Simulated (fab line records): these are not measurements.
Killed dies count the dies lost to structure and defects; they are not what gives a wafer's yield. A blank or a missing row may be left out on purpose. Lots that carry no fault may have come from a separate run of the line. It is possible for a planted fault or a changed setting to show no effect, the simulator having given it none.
fab line records	flow sky130
[record] lots = 6	wafers = 18	last_day = 50
route steps=708 shown LDD_HVP@287 LDD_LDN@289 PAD_OPEN@708
lots that met no fault: taken from a fault-free run of the same line
start_h: hours from the record's first day to the start of the lot's first wafer shown	wait_h: time in hours since the lot's previous step	" as in the row above	L1.1+2: a row that stands for several wafers	- no value present, or no start provided	* or withheld: withheld	< > ~ a bound
route shown NAME@n: a module of which the file shows steps, and the number in the route of the first	usual: average and standard deviation across the fault-free wafers	same: alike in all rows	chamber/n: place in a boat	sites: each site's reading	_std_site: standard deviation of those values	_edge_site: the outer-site mean with the inner-site mean subtracted	radius_mm: how far each site lies from the wafer's centre	mask NAME#n: copy n	behind: tool/chamber where the wafer was last shaped	hold: why the lot was held/for how many hours/how that ended	device: whichever transistor did not switch (one of n, p or np)	end of line: the same wafers' tests at the end of the route	a step given without rows: its recipe and nothing more	killed: dies that structure and defects cost at the first sort, which is not the same as the wafer's yield	map: dies across one wafer; x = killed, . = not, _ = none there
set.NAME: the run value of the setting; set.NAME@STEP: its run value at that earlier step	model.NAME: the simulator's own value behind a step, which no gauge read
lots at selected steps of the route; one table per step, one row per wafer
services: from which hour (start_h, from the record's first day; less than 0 if before it) a tool's chamber was out of use, for how many hours, and why
[[steps]]
[step SKY_LDD_HVP_STRIP_09]
[recipe] chemistry = O2/N2	power_w = 1400	pressure_mtorr = 1500	platen_temp_c = withheld	o2_flow_sccm = 3000	n2_flow_sccm = 300	overash_fraction = 0.5
[usual] drypump_motor_current_A = 5.8/0.47	oes_product_au = 0.409/0.0043	strip_time_to_endpoint_s = 4.140/0.015
[same] overash_fraction = 0.5
lot.wafer	tool	chamber	start_h	wait_h	drypump_motor_current_A	oes_product_au	rf_hours_counter_h	strip_time_to_endpoint_s
L322.1	plasma_asher-03	0	497.65	0.1	5.8	0.399	76	4.119
L322.5	"	0	"	"	5.8	0.408	-	4.129
L322.6	"	1	"	"	5.5	0.412	-	4.124
L326.2	plasma_asher-03	0	528.07	0.1	5.8	0.398	79	4.135
L326.3	"	1	"	"	5.6	0.412	-	4.143
L326.5	"	0	"	"	5.8	0.405	-	4.116
L334.2	plasma_asher-03	0	607.97	0.1	5.8	0.403	87	4.135
L334.4	"	0	"	"	5.8	0.406	-	4.155
L334.5	"	1	"	"	5.5	0.406	-	4.118
L336.1	plasma_asher-03	0	620.45	0.1	5.8	0.406	89	4.141
L336.3	"	1	"	"	5.6	0.407	-	4.162
L336.4	"	0	"	"	5.8	0.410	-	4.167
L344.4	plasma_asher-03	1	675.08	0.1	5.5	0.409	-	4.150
L344.5	"	1	"	"	5.5	0.402	-	4.175
L344.6	"	0	"	"	5.8	0.413	-	4.144
L345.1	plasma_asher-02	0	679.70	0.1	6.8	0.408	24	4.146
L345.2	"	1	"	"	5.5	0.410	24	4.160
L345.4	"	1	"	"	5.5	0.414	-	4.170
[step SKY_LDD_HVP_TW_MEAS_10]
[usual] LDD_HVP_TW = 456/4.1
lot.wafer	tool	chamber	start_h	wait_h	LDD_HVP_TW
L322.1	film_metro-04	-	497.75	0.1	463
L322.5	"	-	"	"	461
L322.6	"	-	"	"	460
L326.2	film_metro-03	-	528.18	0.1	454
L326.3	"	-	"	"	453
L326.5	"	-	"	"	455
L334.2	film_metro-01	-	608.08	0.1	460
L334.4	"	-	"	"	459
L334.5	"	-	"	"	458
L336.1	film_metro-04	-	620.55	0.1	458
L336.3	"	-	"	"	458
L336.4	"	-	"	"	458
L344.4	film_metro-04	-	675.22	0.1	459
L344.5	"	-	"	"	460
L344.6	"	-	"	"	460
L345.1	film_metro-04	-	679.80	0.1	460
L345.2	"	-	"	"	460
L345.4	"	-	"	"	458
[step SKY_LDD_LDN_DEHYDRATE_00]
[recipe] temp_c = 200	time_s = 60
[step SKY_LDD_LDN_HMDS_01]
[recipe] prime_time_s = 60	prime_temp_c = 120
[step SKY_LDD_LDN_COAT_02]
[recipe] resist = NOVOLAK	spin_rpm = 3000	resist_thk_nm = 1140
[step SKY_LDD_LDN_SOFTBAKE_03]
[recipe] temp_c = 90	time_s = 60	resist = NOVOLAK
[step SKY_LDD_LDN_EXPOSE_04]
[recipe] mask_id = LDNTM	na = 0.6	source_shape = conventional	sigma_outer = 0.6	polarization = unpolarized	target_cd_nm = 700	dose_mj = 140
[step SKY_LDD_LDN_PEB_05]
[recipe] temp_c = withheld	time_s = *	resist = NOVOLAK
[step SKY_LDD_LDN_DEVELOP_06]
[recipe] resist = NOVOLAK	developer = TMAH	develop_time_s = 60	dev_temp_c = 23
[step SKY_LDD_LDN_OVL_MEAS_07]
[usual] LDD_LDN_OVL = 0.8/1.3
lot.wafer	tool	chamber	start_h	wait_h	LDD_LDN_OVL[nm]
L322.1	overlay-01	-	528.18	0.1	-1.6
L322.5	"	-	"	"	-0.5
L322.6	"	-	"	"	-1.3
L326.2	overlay-02	-	558.24	0.1	0.4
L326.3	"	-	"	"	0.4
L326.5	"	-	"	"	1.4
L334.2	overlay-02	-	635.37	0.1	0.5
L334.4	"	-	"	"	-0.5
L334.5	"	-	"	"	0.4
L336.1	overlay-02	-	647.63	0.1	2.7
L336.3	"	-	"	"	2.0
L336.4	"	-	"	"	3.1
L344.4	overlay-02	-	701.90	0.1	1.7
L344.5	"	-	"	"	2.0
L344.6	"	-	"	"	-0.4
L345.1	overlay-01	-	707.58	0.1	-1.2
L345.2	"	-	"	"	0.3
L345.4	"	-	"	"	-0.6
[step SKY_LDD_LDN_IMPLANT_08]
[recipe] species = As	energy_kev = 15	dose_cm2 = 1.25e+13	tilt_deg = withheld	rotation_deg = 23
[step SKY_LDD_LDN_IMPLANT_09]
[recipe] species = As	energy_kev = 14.88	dose_cm2 = 1.25e+13	tilt_deg = withheld	rotation_deg = 113
[step SKY_LDD_LDN_IMPLANT_10]
[recipe] species = As	energy_kev = 15	dose_cm2 = 1.25e+13	tilt_deg = withheld	rotation_deg = 203
[usual] dose_ions_cm2 = 1.2497e+13/1.3e+10	faraday_current_uA = 70.5/1.5
lot.wafer	tool	chamber	start_h	wait_h	dose_ions_cm2	faraday_current_uA
L322.1	implanter-04	0	528.52	0.1	1.2507e+13	69.6
L322.5	"	0	"	"	1.2474e+13	70.9
L322.6	"	0	"	"	1.2492e+13	72.0
L326.2	implanter-02	0	558.59	0.1	1.2486e+13	70.1
L326.3	"	0	"	"	1.2479e+13	71.5
L326.5	"	0	"	"	1.2479e+13	71.7
L334.2	implanter-04	0	635.73	0.1	1.243e+12	7.2
L334.4	"	0	"	"	1.233e+12	7.2
L334.5	"	0	"	"	1.253e+12	7.0
L336.1	implanter-04	0	647.96	0.1	1.283e+12	7.0
L336.3	"	0	"	"	1.278e+12	7.0
L336.4	"	0	"	"	1.281e+12	6.8
L344.4	implanter-03	0	702.29	0.1	1.2504e+13	69.4
L344.5	"	0	"	"	1.252e+13	70.1
L344.6	"	0	"	"	1.2521e+13	72.0
L345.1	implanter-02	0	707.91	0.1	1.2486e+13	69.6
L345.2	"	0	"	"	1.2504e+13	69.6
L345.4	"	0	"	"	1.2509e+13	72.4
[step SKY_LDD_LDN_IMPLANT_11]
[recipe] species = As	energy_kev = 15	dose_cm2 = 1.25e+13	tilt_deg = withheld	rotation_deg = 293
[step SKY_LDD_LDN_STRIP_12]
[recipe] chemistry = O2/N2	power_w = 1400	pressure_mtorr = 1500	platen_temp_c = withheld	o2_flow_sccm = 3000	n2_flow_sccm = 300	overash_fraction = 0.5
[usual] drypump_motor_current_A = 6.1/0.54	oes_product_au = 0.716/0.0044	strip_time_to_endpoint_s = 14.19/0.05
[same] overash_fraction = 0.5
lot.wafer	tool	chamber	start_h	wait_h	drypump_motor_current_A	oes_product_au	rf_hours_counter_h	strip_time_to_endpoint_s
L322.1	plasma_asher-02	0	528.82	0.1	6.8	0.717	9	14.16
L322.5	"	0	"	"	6.8	0.710	-	14.18
L322.6	"	1	"	"	5.5	0.715	-	14.17
L326.2	plasma_asher-04	1	558.87	0.1	5.7	0.721	73	14.14
L326.3	"	1	"	"	5.8	0.718	-	14.13
L326.5	"	1	"	"	5.8	0.715	-	14.18
L334.2	plasma_asher-04	1	636.00	0.1	5.8	0.705	80	14.20
L334.4	"	0	"	"	6.5	0.724	-	14.15
L334.5	"	0	"	"	6.6	0.715	-	14.20
L336.1	plasma_asher-01	1	648.26	0.1	6.4	0.706	55	14.23
L336.3	"	0	"	"	5.4	0.714	-	14.23
L336.4	"	1	"	"	6.4	0.711	-	14.25
L344.4	plasma_asher-02	0	702.55	0.1	6.8	0.716	-	14.16
L344.5	"	0	"	"	6.8	0.725	-	14.19
L344.6	"	1	"	"	5.5	0.720	-	14.23
L345.1	plasma_asher-04	0	708.21	0.1	6.5	0.716	88	14.26
L345.2	"	1	"	"	5.8	0.718	88	14.22
L345.4	"	0	"	"	6.5	0.714	-	14.24
[step SKY_LDD_LDN_TW_MEAS_13]
[usual] LDD_LDN_TW = 1480/11
lot.wafer	tool	chamber	start_h	wait_h	LDD_LDN_TW
L322.1	film_metro-04	-	528.92	0.1	1476
L322.5	"	-	"	"	1473
L322.6	"	-	"	"	1475
L326.2	film_metro-01	-	558.98	0.1	1464
L326.3	"	-	"	"	1462
L326.5	"	-	"	"	1462
L334.2	film_metro-04	-	636.11	0.1	1380
L334.4	"	-	"	"	1379
L334.5	"	-	"	"	1382
L336.1	film_metro-01	-	648.36	0.1	1387
L336.3	"	-	"	"	1388
L336.4	"	-	"	"	1386
L344.4	film_metro-01	-	702.64	0.1	1487
L344.5	"	-	"	"	1485
L344.6	"	-	"	"	1476
L345.1	film_metro-02	-	708.31	0.1	1460
L345.2	"	-	"	"	1461
L345.4	"	-	"	"	1471
[step SKY_LDD_LDN_CLEAN_14]
[recipe] chemistry = SC1/SC2	mix = 1:4:20	temp_c = 70	time_s = 150	dry = n2_spin
[step SKY_PAD_OPEN_PROBE_99]
[usual] killed_at_M0_to_M3 = 43/6.8	killed_at_M4_up = 3.3/1.8	killed_at_contacts = 25/5.9	killed_at_front_end = 16/4.2	killed_at_other = 0.3/0.69	killed_dies = 87/8.6	killed_on_rim = 17/3.6	killed_open = 48/6.3	killed_short = 39/5.3
[same] gross_dies = 492	killed_at_back_side = 0
lot.wafer	tool	chamber	start_h	wait_h	killed_at_M0_to_M3	killed_at_M4_up	killed_at_contacts	killed_at_front_end	killed_at_other	killed_dies	killed_on_rim	killed_open	killed_short	model.etest.tip_sonos.rs_ohm_sq
L322.1	prober-02	-	1077.88	0.1	37	3	22	13	0	75	15	42	33	2729
L322.5	prober-02	-	1078.08	0.2	44	9	27	19	1	100	21	47	53	2620
L322.6	prober-02	-	1078.13	0.2	32	5	24	16	0	77	16	45	32	2690
L326.2	prober-02	-	1096.64	0.1	32	3	31	16	0	82	16	46	36	2704
L326.3	prober-02	-	1096.69	0.2	47	4	20	16	0	87	19	52	35	2684
L326.5	prober-02	-	1096.79	0.2	41	3	18	18	1	81	18	42	39	2682
L334.2	prober-01	-	1148.55	0.1	17	1	23	21	0	62	7	36	21	3164
L334.4	prober-01	-	1148.65	0.2	39	2	30	20	0	91	18	52	39	3083
L334.5	prober-01	-	1148.70	0.2	45	4	30	15	0	94	24	48	46	3173
L336.1	prober-01	-	1157.60	0.1	47	3	17	16	0	83	20	42	41	3170
L336.3	prober-01	-	1157.70	0.2	50	5	23	17	0	95	25	55	40	3267
L336.4	prober-01	-	1157.75	0.2	48	4	25	14	0	91	16	44	47	3135
L344.4	prober-02	-	1192.09	0.2	29	4	35	13	0	81	16	43	37	2810
L344.5	prober-02	-	1192.14	0.2	28	3	23	14	0	68	16	32	35	2902
L344.6	prober-02	-	1192.19	0.2	47	5	20	22	0	94	20	42	52	2878
L345.1	prober-02	-	1194.36	0.1	51	1	19	16	0	87	15	48	39	2910
L345.2	prober-02	-	1194.41	0.1	49	5	31	8	0	93	17	50	42	2902
L345.4	prober-02	-	1194.51	0.2	46	0	28	12	0	86	14	43	42	2871
// killed by level:class
L322.1 VIA1:geometric_particle:open=10 LI_CONTACT:geometric_particle:open=7 CONTACT:geometric_particle:short=6 FIELD_ISO:geometric_particle:open=5 METAL1:geometric_particle:short=5 VIA2:geometric_particle:open=4 VIA3:geometric_particle:open=4 CONTACT:geometric_particle:open=3
L322.5 VIA1:geometric_particle:open=12 CONTACT:geometric_particle:open=9 METAL2:geometric_particle:short=9 METAL4:geometric_particle:short=7 LI_CONTACT:geometric_particle:open=7 POLY_GATE:geometric_particle:short=6 CONTACT:geometric_particle:short=6 FIELD_ISO:geometric_particle:short=5
L322.6 VIA1:geometric_particle:open=11 CONTACT:geometric_particle:open=9 LI_CONTACT:geometric_particle:open=6 VIA3:geometric_particle:open=5 METAL4:geometric_particle:short=5 FIELD_ISO:geometric_particle:short=4 POLY_GATE:geometric_particle:open=4 CONTACT:geometric_particle:short=4
L326.2 CONTACT:geometric_particle:short=12 CONTACT:geometric_particle:open=12 VIA1:geometric_particle:open=9 VIA2:geometric_particle:open=7 FIELD_ISO:geometric_particle:short=6 FIELD_ISO:geometric_particle:open=5 LI_CONTACT:geometric_particle:open=4 VIA3:geometric_particle:open=4
L326.3 VIA1:geometric_particle:open=13 VIA2:geometric_particle:open=13 CONTACT:geometric_particle:short=6 VIA1:geometric_particle:short=6 FIELD_ISO:geometric_particle:open=5 CONTACT:geometric_particle:open=5 POLY_GATE:geometric_particle:open=4 LI_CONTACT:geometric_particle:open=4
L326.5 VIA1:geometric_particle:open=10 VIA3:geometric_particle:open=7 POLY_GATE:geometric_particle:short=6 CONTACT:geometric_particle:open=6 FIELD_ISO:geometric_particle:short=5 LI_CONTACT:geometric_particle:open=5 VIA2:geometric_particle:open=5 VIA1:geometric_particle:short=4
L334.2 CONTACT:geometric_particle:open=9 FIELD_ISO:geometric_particle:open=5 LI_CONTACT:geometric_particle:open=5 POLY_GATE:geometric_particle:short=4 LOCAL_INTERCONNECT:geometric_particle:short=4 VIA1:geometric_particle:open=4 VIA2:geometric_particle:open=4 VIA3:geometric_particle:open=4
L334.4 LI_CONTACT:geometric_particle:open=12 METAL1:geometric_particle:short=9 FIELD_ISO:geometric_particle:open=8 CONTACT:geometric_particle:open=7 VIA1:geometric_particle:open=7 CONTACT:geometric_particle:short=5 VIA3:geometric_particle:open=5 VIA3:geometric_particle:short=4
L334.5 VIA1:geometric_particle:open=12 VIA3:geometric_particle:open=10 CONTACT:geometric_particle:open=9 LI_CONTACT:geometric_particle:open=6 LOCAL_INTERCONNECT:geometric_particle:short=6 METAL2:geometric_particle:short=6 FIELD_ISO:geometric_particle:open=4 FIELD_ISO:geometric_particle:short=4
L336.1 VIA1:geometric_particle:open=8 METAL1:geometric_particle:short=8 VIA2:geometric_particle:open=7 LI_CONTACT:geometric_particle:open=5 VIA3:geometric_particle:open=5 FIELD_ISO:geometric_particle:short=4 METAL2:geometric_particle:short=4 CONTACT:geometric_particle:short=3
L336.3 VIA1:geometric_particle:open=17 CONTACT:geometric_particle:open=10 VIA2:geometric_particle:open=7 CONTACT:geometric_particle:short=6 METAL2:geometric_particle:short=6 VIA3:geometric_particle:open=6 METAL1:geometric_particle:short=5 FIELD_ISO:geometric_particle:short=4
L336.4 LI_CONTACT:geometric_particle:open=9 VIA1:geometric_particle:open=9 METAL1:geometric_particle:short=8 CONTACT:geometric_particle:open=7 METAL3:geometric_particle:short=7 METAL2:geometric_particle:short=6 FIELD_ISO:geometric_particle:open=5 CONTACT:geometric_particle:short=5
L344.4 LI_CONTACT:geometric_particle:open=12 CONTACT:geometric_particle:open=10 CONTACT:geometric_particle:short=6 VIA1:geometric_particle:open=6 METAL1:geometric_particle:short=5 FIELD_ISO:geometric_particle:short=3 LOCAL_INTERCONNECT:geometric_particle:short=3 VIA2:geometric_particle:short=3
L344.5 CONTACT:geometric_particle:open=8 CONTACT:geometric_particle:short=7 POLY_GATE:geometric_particle:short=5 VIA2:geometric_particle:open=5 LI_CONTACT:geometric_particle:open=5 METAL1:geometric_particle:short=5 VIA3:geometric_particle:open=5 METAL2:geometric_particle:short=4
L344.6 METAL2:geometric_particle:short=9 VIA1:geometric_particle:open=8 LOCAL_INTERCONNECT:geometric_particle:short=7 CONTACT:geometric_particle:open=7 FIELD_ISO:geometric_particle:short=6 POLY_GATE:geometric_particle:short=6 VIA3:geometric_particle:open=6 POLY_GATE:geometric_particle:open=5
L345.1 VIA1:geometric_particle:open=18 VIA1:geometric_particle:short=10 LI_CONTACT:geometric_particle:open=7 VIA2:geometric_particle:open=6 VIA3:geometric_particle:open=6 LOCAL_INTERCONNECT:geometric_particle:short=5 POLY_GATE:geometric_particle:short=4 CONTACT:geometric_particle:open=4
L345.2 VIA1:geometric_particle:open=10 CONTACT:geometric_particle:open=9 METAL2:geometric_particle:short=8 VIA3:geometric_particle:open=8 LI_CONTACT:geometric_particle:open=7 CONTACT:geometric_particle:short=7 VIA2:geometric_particle:open=7 LOCAL_INTERCONNECT:geometric_particle:short=6
L345.4 VIA1:geometric_particle:open=10 LOCAL_INTERCONNECT:geometric_particle:short=8 CONTACT:geometric_particle:open=7 VIA2:geometric_particle:open=7 CONTACT:geometric_particle:short=6 METAL3:geometric_particle:short=5 POLY_GATE:geometric_particle:open=4 VIA3:geometric_particle:open=4
[[services]]
tool	chamber	start_h	hours	kind
plasma_asher-02	-	481.57	3.6	repair
implanter-04	-	487.40	7.4	repair
implanter-02	-	488.03	1.3	repair
plasma_asher-04	-	499.27	5.6	repair
implanter-03	-	507.27	2.7	repair
implanter-02	-	550.79	0.6	repair
implanter-03	-	590.51	0.5	repair
plasma_asher-02	-	595.27	0.7	repair
plasma_asher-04	-	600.10	1.6	repair
plasma_asher-01	-	609.19	5.1	repair
plasma_asher-04	-	611.08	2.1	repair
plasma_asher-01	-	614.37	2.8	pm
implanter-02	-	624.57	6.4	repair
implanter-03	-	646.95	18.8	pm
implanter-04	-	662.53	4.1	pm
implanter-03	-	665.79	3.6	pm
implanter-03	-	667.00	10.0	repair
implanter-03	-	677.24	8.4	repair
[[key]]
[first_sign] step = SKY_LDD_LDN_IMPLANT_10	reading = dose_ions_cm2	direction = down	sigmas = 99+	usual = *	struck = *
[effect] step = SKY_LDD_LDN_IMPLANT_10	reading = faraday_current_uA	direction = down	sigmas = 43	usual = 70.5	struck = 7.0
[effect] step = SKY_LDD_LDN_TW_MEAS_13	reading = LDD_LDN_TW	direction = down	sigmas = 8.6	usual = 1480	struck = 1384
[model_effect] step = SKY_PAD_OPEN_PROBE_99	value = etest.tip_sonos.rs_ohm_sq	without = 2763	struck = 3165
met_at SKY_LDD_LDN_IMPLANT_10
struck_wafers L334.2,L334.4,L334.5,L336.1,L336.3,L336.4
tester_left_out L334,L336
onset_between 528.52 635.73
[fault] kind = process_parameter_drift	tool = implanter-04	chamber = -	onset_h = 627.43	steps = SKY_LDD_LDN_IMPLANT_10	channel = dose_cm2	offset = *	shape = step	end_h = 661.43	acts_in = *	stated = *
// tester_left_out: of these lots the tester's yield and bins aren't shown, on N5 and GAA mostly nor the transistor test; their killed dies are dies lost to structure and defects alone, not to doping, threshold or leakage, so they don't give the yield
